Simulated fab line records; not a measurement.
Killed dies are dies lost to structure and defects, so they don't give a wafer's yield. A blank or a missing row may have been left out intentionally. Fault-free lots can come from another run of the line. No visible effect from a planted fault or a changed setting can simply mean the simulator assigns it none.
fab line records | flow sky130
record: lots: 12 wafers: 36 last-day: 50
route steps=708 shown FIELD_ISO@1 PWDE@52 NWELL@58 PAD_OPEN@708
lots that met no fault: taken from a fault-free run of the same line
start-h: the number of hours between the record's first day and the start of the first shown wafer of the lot | wait-h: how many hours have passed since the lot's step before this one | " same as the row above | L1.1+2: one row covering several wafers at once | - value missing, or start not given | * or withheld: withheld | < > ~ a bound
route shown NAME@n: a module of which the file shows steps, and the number in the route of the first | usual: mean/standard deviation taken from wafers without a fault | same: alike in all rows | chamber/n: place in a boat | sites: per-site readings | _std_site: their standard deviation | _edge_site: outer sites' mean less inner sites' | radius-mm: how far each site lies from the wafer's centre | mask NAME#n: copy n | behind: the tool/chamber that last shaped the wafer | hold: why the lot went on hold/how many hours it stayed there/how the hold came to an end | device: names the non-switching transistor (n, p or np) | end of line: the route-end tests of the same wafers | a step without rows: its recipe alone | killed: dies lost to structure and defects at the first sort, not the wafer's yield | map: per-die view of a wafer (x killed, . not killed, _ where there is no die)
set.NAME: setting as actually run; set.NAME@STEP: the setting as run at that earlier step | model.NAME: the simulator's own value behind a step, which no gauge read
steps of the route over a sample of lots; a table a step, a row a wafer
services: a tool's chamber out of use, with start hour (start-h, from the record's first day; less than 0 if before it), hours out, and reason
== steps ==
step: SKY_FIELD_ISO_BOW_MEAS_00
recipe: mode: bow
usual: INCOMING_BOW: 0/6.2
columns lot.wafer tool chamber start-h wait-h INCOMING_BOW[um]
L322.3 film-metro-01 - 10.04 - -4
L322.4 " - " " -5
L322.5 " - " " -13
L324.2 film-metro-02 - 20.02 - -6
L324.4 " - " " -19
L324.5 " - " " -4
L325.4 film-metro-03 - 25.06 - 4
L325.5 " - " " 6
L325.6 " - " " 2
L327.3 film-metro-01 - 35.04 - -3
L327.4 " - " " -14
L327.5 " - " " -7
L329.2 film-metro-01 - 45.02 - 4
L329.3 " - " " -12
L329.6 " - " " -2
L331.1 film-metro-03 - 55.00 - -3
L331.4 " - " " -2
L331.6 " - " " 6
L333.1 film-metro-01 - 65.00 - 3
L333.2 " - " " 4
L333.6 " - " " 3
L335.1 film-metro-02 - 75.00 - -4
L335.2 " - " " 1
L335.6 " - " " 6
L337.2 film-metro-01 - 85.02 - 1
L337.4 " - " " 3
L337.5 " - " " 4
L340.1 film-metro-01 - 100.00 - -1
L340.3 " - " " 7
L340.5 " - " " 0
L344.1 film-metro-03 - 120.00 - -3
L344.2 " - " " 15
L344.5 " - " " -4
L345.2 film-metro-01 - 125.02 - -7
L345.3 " - " " -7
L345.6 " - " " -7
step: SKY_FIELD_ISO_CMP_27
recipe: stop-on: Si3N4 t-overpolish-s: 16 down-force-psi: 4 platen-rpm: 60 target-thk-nm: 457.8 pad-velocity-m-s: 0.94248
usual: motor-current-A: 11.8/1.5 overpolish-run-s: 15.999/0.0095 platen-rpm: 60.00/0.043 time-to-endpoint-s: 111/3.6
columns lot.wafer tool chamber start-h wait-h motor-current-A overpolish-run-s platen-rpm time-to-endpoint-s
L322.4 cmp-02 1 35.26 0.0 9.8 16.007 59.98 106
L322.3 " 3 " " 13.1 15.996 60.05 112
L322.5 " 1 " " 9.6 15.994 60.02 105
L324.4 cmp-01 0 41.78 0.1 10.1 15.994 60.00 111
L324.2 " 1 " " 14.4 15.988 59.95 117
L324.5 " 3 " " 11.3 16.003 59.98 112
L325.4 cmp-02 1 47.41 0.1 9.5 16.007 59.99 108
L325.6 " 0 " " 12.7 15.998 60.00 106
L325.5 " 1 " " 9.4 15.996 60.01 107
L327.3 cmp-02 0 59.19 0.0 12.3 16.000 60.07 111
L327.4 " 2 " " 11.8 16.006 59.95 102
L327.5 " 0 " " 12.1 16.002 60.00 105
L329.3 cmp-02 3 68.32 0.0 12.9 16.001 60.00 114
L329.2 " 0 " " 12.3 16.009 60.00 108
L329.6 " 3 " " 12.7 16.004 60.00 113
L331.4 cmp-02 3 81.50 1.0 12.5 15.995 60.02 117
L331.1 " 0 " " 12.9 16.010 59.99 111
L331.6 " 3 " " 12.1 16.019 60.01 118
L333.1 cmp-01 1 89.73 0.0 14.4 15.995 59.99 114
L333.2 " 0 " " 10.1 16.006 59.96 114
L333.6 " 1 " " 14.9 15.985 60.05 116
L335.2 cmp-01 0 100.76 0.0 10.0 15.968 59.90 110
L335.1 " 3 " " 11.5 16.001 60.02 112
L335.6 " 1 " " 14.5 16.001 59.99 112
L337.4 cmp-01 3 109.79 0.0 10.9 15.991 60.10 114
L337.2 " 2 " " 11.2 15.989 59.91 111
L337.5 " 0 " " 10.0 16.006 60.05 113
L340.3 cmp-01 0 129.78 0.0 9.8 15.994 59.96 112
L340.1 " 3 " " 11.0 15.987 59.95 115
L340.5 " 1 " " 14.2 16.023 59.93 118
L344.1 cmp-02 0 149.75 0.1 13.0 15.992 59.99 108
L344.2 " 1 " " 9.4 16.008 60.03 109
L344.5 " 2 " " 12.6 16.000 60.04 107
L345.3 cmp-01 1 154.91 0.0 15.0 15.997 59.97 112
L345.2 " 3 " " 10.7 15.994 60.07 111
L345.6 " 1 " " 14.7 15.998 60.00 111
step: SKY_PWDE_OVL_MEAS_07
usual: PWDE_OVL: 0.1/1.6
columns lot.wafer tool chamber start-h wait-h PWDE_OVL[nm]
L322.3 overlay-01 - 70.57 - 0.1
L322.4 " - " " 0.8
L322.5 " - " " 0.6
L324.2 overlay-01 - 76.69 - -2.0
L324.4 " - " " 2.5
L324.5 " - " " -0.2
L325.4 overlay-02 - 81.65 - 1.3
L325.5 " - " " 0.8
L325.6 " - " " 1.4
L327.3 overlay-01 - 94.97 - -0.7
L327.4 " - " " -2.1
L327.5 " - " " 0.0
L329.2 overlay-01 - 105.61 - -2.4
L329.3 " - " " -0.3
L329.6 " - " " -0.1
L331.1 overlay-02 - 120.85 - 0.6
L331.4 " - " " -1.6
L331.6 " - " " 0.9
L333.1 overlay-01 - 129.65 - -0.4
L333.2 " - " " 0.5
L333.6 " - " " 1.1
L335.1 overlay-02 - 141.70 - 1.5
L335.2 " - " " 1.1
L335.6 " - " " 3.7
L337.2 overlay-02 - 150.81 - 0.5
L337.4 " - " " -0.6
L337.5 " - " " 2.1
L340.1 overlay-01 - 172.78 - -2.3
L340.3 " - " " -2.7
L340.5 " - " " -1.7
L344.1 overlay-01 - 194.80 - 0.0
L344.2 " - " " -0.8
L344.5 " - " " -0.6
L345.2 overlay-02 - 199.54 - 1.5
L345.3 " - " " 0.1
L345.6 " - " " 4.4
step: SKY_NWELL_COAT_05
recipe: spin-rpm: 2000 resist-thk-nm: 3000
usual: exhaust-pa: 45.2/0.9
columns lot.wafer tool chamber start-h wait-h exhaust-pa
L322.3 litho-track-04 0 79.45 0.1 43.9
L322.4 " 0 " " 45.0
L322.5 " 0 " " 44.6
L324.2 litho-track-02 0 85.11 0.1 45.9
L324.4 " 0 " " 46.1
L324.5 " 0 " " 45.7
L325.4 litho-track-01 0 90.05 0.1 45.9
L325.5 " 0 " " 46.2
L325.6 " 0 " " 47.5
L327.3 litho-track-01 0 103.42 0.1 46.7
L327.4 " 0 " " 46.5
L327.5 " 0 " " 45.9
L329.2 litho-track-04 0 114.68 0.1 46.0
L329.3 " 0 " " 45.8
L329.6 " 0 " " 46.8
L331.1 litho-track-04 0 129.95 0.1 44.9
L331.4 " 0 " " 46.6
L331.6 " 0 " " 46.2
L333.1 litho-track-02 0 139.24 0.1 44.1
L333.2 " 0 " " 43.1
L333.6 " 0 " " 43.7
L335.1 litho-track-02 0 151.69 0.1 46.0
L335.2 " 0 " " 45.8
L335.6 " 0 " " 45.7
L337.2 litho-track-02 0 160.71 0.1 44.5
L337.4 " 0 " " 44.5
L337.5 " 0 " " 44.6
L340.1 litho-track-02 0 183.38 0.1 45.1
L340.3 " 0 " " 46.3
L340.5 " 0 " " 45.4
L344.1 litho-track-01 0 205.97 0.1 44.7
L344.2 " 0 " " 46.0
L344.5 " 0 " " 44.9
L345.2 litho-track-01 0 210.25 0.1 44.6
L345.3 " 0 " " 45.1
L345.6 " 0 " " 45.1
step: SKY_NWELL_STRIP_14
recipe: chemistry: O2/N2 power-w: 1400 pressure-mtorr: 1500 platen-temp-c: withheld o2-flow-sccm: 3000 n2-flow-sccm: 300 overash-fraction: 0.5
usual: drypump-motor-current-A: 5.8/0.34 oes-product-au: 0.723/0.0045 strip-time-to-endpoint-s: 36.94/0.081
columns lot.wafer tool chamber start-h wait-h drypump-motor-current-A oes-product-au rf-hours-counter-h strip-time-to-endpoint-s
L322.3 plasma-asher-02 1 88.94 0.1 5.4 0.721 - 37.05
L322.4 " 0 " " 5.3 0.722 - 37.02
L322.5 " 0 " " 5.3 0.721 - 37.08
L324.2 plasma-asher-04 1 94.86 0.1 6.1 0.718 40 37.01
L324.4 " 1 " " 6.1 0.722 - 36.96
L324.5 " 1 " " 6.1 0.715 - 36.96
L325.4 plasma-asher-01 0 99.34 0.1 5.4 0.719 - 36.98
L325.5 " 1 " " 6.2 0.720 - 37.06
L325.6 " 0 " " 5.4 0.722 - 37.08
L327.3 plasma-asher-02 0 113.42 0.1 5.3 0.721 - 37.05
L327.4 " 1 " " 5.4 0.728 - 36.88
L327.5 " 0 " " 5.3 0.719 - 37.06
L329.2 plasma-asher-04 1 124.72 0.1 6.2 0.726 43 36.99
L329.3 " 1 " " 6.1 0.715 - 36.99
L329.6 " 0 " " 5.7 0.719 - 37.08
L331.1 plasma-asher-04 0 140.21 0.1 5.7 0.726 45 36.85
L331.4 " 1 " " 6.1 0.724 - 36.89
L331.6 " 0 " " 5.7 0.720 - 36.87
L333.1 plasma-asher-01 0 150.32 0.1 5.4 0.711 36 36.88
L333.2 " 1 " " 6.2 0.721 36 36.81
L333.6 " 1 " " 6.2 0.726 - 36.89
L335.1 plasma-asher-01 0 162.19 0.1 5.4 0.723 38 36.91
L335.2 " 1 " " 6.2 0.726 38 36.97
L335.6 " 0 " " 5.5 0.719 - 36.94
L337.2 plasma-asher-04 1 171.44 0.1 6.1 0.718 49 14.38
L337.4 " 1 " " 6.2 0.712 - 14.44
L337.5 " 1 " " 6.1 0.715 - 14.44
L340.1 plasma-asher-04 1 194.36 0.1 6.1 0.720 51 14.51
L340.3 " 1 " " 6.1 0.718 - 14.52
L340.5 " 0 " " 5.7 0.717 - 14.50
L344.1 plasma-asher-01 0 217.72 0.1 5.4 0.720 43 37.01
L344.2 " 1 " " 6.2 0.726 43 36.89
L344.5 " 0 " " 5.4 0.726 - 36.93
L345.2 plasma-asher-04 0 222.19 0.1 5.7 0.721 53 36.90
L345.3 " 0 " " 5.7 0.719 - 36.89
L345.6 " 0 " " 5.7 0.721 - 36.89
step: SKY_PAD_OPEN_PROBE_99
usual: killed_at_M0_to_M3: 43/6.3 killed_at_M4_up: 3.1/1.9 killed-at-contacts: 24/5.1 killed-at-front-end: 14/4.3 killed-at-other: 0.3/0.53 killed-dies: 85/8.8 killed-open: 46/7.1 killed-short: 38/5.9
same: gross-dies: 492 killed-at-back-side: 0
columns lot.wafer tool chamber start-h wait-h killed_at_M0_to_M3 killed_at_M4_up killed-at-contacts killed-at-front-end killed-at-other killed-dies killed-open killed-short
L331.1 prober-02 - 1127.54 0.1 53 4 26 10 0 93 52 41
L331.4 prober-02 - 1127.69 0.2 49 3 13 15 0 80 47 32
L331.6 prober-02 - 1127.79 0.2 40 3 32 19 1 95 45 49
L344.1 prober-02 - 1192.93 0.1 57 2 27 18 1 105 49 56
L344.2 prober-02 - 1192.98 0.1 56 1 27 15 0 99 58 41
L344.5 prober-02 - 1193.13 0.2 32 2 22 16 0 72 43 29
killed by level:class
L331.1 VIA1:geometric-particle:open=13 CONTACT:geometric-particle:open=11 METAL1:geometric-particle:short=9 METAL2:geometric-particle:short=9 VIA2:geometric-particle:open=8 FIELD_ISO:geometric-particle:open=5 LOCAL_INTERCONNECT:geometric-particle:short=5 LI_CONTACT:geometric-particle:open=5
L331.4 VIA1:geometric-particle:open=13 VIA1:geometric-particle:short=8 CONTACT:geometric-particle:open=8 VIA2:geometric-particle:open=6 METAL1:geometric-particle:short=6 FIELD_ISO:geometric-particle:open=5 VIA2:geometric-particle:short=5 POLY_GATE:geometric-particle:short=4
L331.6 LI_CONTACT:geometric-particle:open=10 CONTACT:geometric-particle:open=10 METAL1:geometric-particle:short=10 VIA1:geometric-particle:open=8 POLY_GATE:geometric-particle:short=6 VIA3:geometric-particle:open=6 LOCAL_INTERCONNECT:geometric-particle:short=6 FIELD_ISO:geometric-particle:short=5
L344.1 CONTACT:geometric-particle:open=10 VIA2:geometric-particle:open=10 VIA2:geometric-particle:short=9 METAL2:geometric-particle:short=8 VIA3:geometric-particle:open=7 VIA1:geometric-particle:open=7 VIA1:geometric-particle:short=7 LOCAL_INTERCONNECT:geometric-particle:short=6
L344.2 CONTACT:geometric-particle:open=14 VIA1:geometric-particle:open=14 METAL2:geometric-particle:short=11 METAL1:geometric-particle:short=8 LI_CONTACT:geometric-particle:open=8 VIA1:geometric-particle:short=6 POLY_GATE:geometric-particle:open=5 VIA2:geometric-particle:open=5
L344.5 CONTACT:geometric-particle:open=7 LI_CONTACT:geometric-particle:open=6 METAL1:geometric-particle:short=6 VIA1:geometric-particle:open=6 VIA3:geometric-particle:open=6 POLY_GATE:geometric-particle:open=5 FIELD_ISO:geometric-particle:short=4 LOCAL_INTERCONNECT:geometric-particle:short=4
== services ==
columns tool chamber start-h hours kind
plasma-asher-04 - 15.45 14.6 pm
cmp-01 - 26.44 5.5 pm
cmp-02 - 64.00 4.0 pm
cmp-02 - 68.00 - consumable-replace:conditioner
cmp-02 - 68.00 - consumable-replace:pad
cmp-01 - 77.50 9.7 pm
cmp-02 - 79.30 1.9 repair
cmp-02 - 87.23 4.8 pm
cmp-01 - 111.11 1.2 repair
cmp-01 - 112.03 2.6 repair
plasma-asher-01 - 115.77 0.7 repair
plasma-asher-02 - 126.79 0.8 repair
cmp-01 - 132.49 20.5 repair
plasma-asher-02 - 155.53 4.3 repair
cmp-01 - 172.43 1.0 repair
cmp-02 - 174.70 4.9 pm
== key ==
first-sign: step: SKY_NWELL_STRIP_14 reading: strip-time-to-endpoint-s direction: down sigmas: 99+ usual: * struck: *
effect none on later readings
met-at SKY_NWELL_COAT_05
struck-lots L337,L340
tester-left-out L337,L340
not-acting-at SKY_FIELD_ISO_BOW_MEAS_00,SKY_FIELD_ISO_CMP_27,SKY_PWDE_OVL_MEAS_07
onset-between 151.69 160.71
fault: kind: process-parameter-drift tool: litho-track-02 chamber: - onset-h: 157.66 steps: SKY_NWELL_COAT_05 channel: resist-thk-nm offset: -1914 shape: step end-h: 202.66 acts-in: these-recipes-only stated: 3000
tester-left-out: of these lots the tester's yield and bins aren't shown, on N5 and GAA mostly nor the transistor test; their killed dies are dies lost to structure and defects alone, not to doping, threshold or leakage, so they don't give the yield
